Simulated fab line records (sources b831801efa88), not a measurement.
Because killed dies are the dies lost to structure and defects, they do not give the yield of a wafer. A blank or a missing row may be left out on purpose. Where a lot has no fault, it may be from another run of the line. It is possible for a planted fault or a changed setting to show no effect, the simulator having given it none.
One fault seen from 2 desks | flow sky130 | each desk holds nothing but its own numbers, with what lay behind them at the end

== AT THE TOOL OWNER'S DESK: implanter-01 ==
The tool's own readings at SKY_LDD_N_IMPLANT_10, given as means over the sampled wafers that have a number, one for each lot that went through this tool. A lot is out of limits, marked OUT, if its mean lies more than 4 standard deviations from the usual mean; the brackets give that distance.
Columns: A = beamEnergyKeV at SKY_LDD_N_IMPLANT_10, usual 20.000
lot  | first seen here | A
L339 | day 21 12:38    | 20.010
L343 | day 22 16:28    | 20.476 (+72) OUT
L347 | day 24 00:27    | 20.479 (+73) OUT
This desk's finding: out of limits on L343, L347; first on L343, day 22 16:28 (beamEnergyKeV at SKY_LDD_N_IMPLANT_10). In limits: L339.

== FROM THE METROLOGY DESK ==
What the gauges read, lot by lot, whatever tool the lot ran on: means of the sampled wafers that have a number. A lot is out of limits, marked OUT, if its mean lies more than 4 standard deviations from the usual mean; the brackets give that distance.
Columns: A = POLY_GATE_OXIDATION_THK at SKY_POLY_GATE_THK_MEAS_21, usual 3.99 nm; B = cdNm at SKY_POLY_GATE_CD_MEAS_22, usual 150.8 nm; C = LDD_N_OVL at SKY_LDD_N_OVL_MEAS_07, usual 1.9 nm
lot  | first seen here | A    | B     | C
L329 | day 16 01:33    | 3.84 | 151.0 | 1.4
L331 | day 16 22:17    | 3.92 | 152.2 | 2.7
L339 | day 20 05:48    | 3.98 | 149.3 | 1.5
L343 | day 21 09:52    | 4.04 | 154.6 | 3.2
L347 | day 22 18:53    | 3.88 | 148.9 | 2.1
L352 | day 24 20:24    | 4.00 | 151.9 | 2.6
This desk found nothing out of limits on any of the 6 lots.

== TAKEN TOGETHER ==
On L343, L347, at day 22 16:28, an alarm was possible from the tool owner's desk.
Nothing out of limits was seen by the metrology desk.
The metrology desk has L343, L347 on record, within its limits.
Of the lots named, all ran SKY_LDD_N_IMPLANT_10 on implanter-01.

== WHAT HAD BEEN PUT IN BY THE SIMULATOR ==
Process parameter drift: implanter-01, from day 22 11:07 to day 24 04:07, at SKY_LDD_N_IMPLANT_10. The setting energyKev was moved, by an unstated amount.
Struck lots among those shown: L343, L347.
Hours from the fault's start to each desk's first reading out of limits: the tool owner's desk, 5.
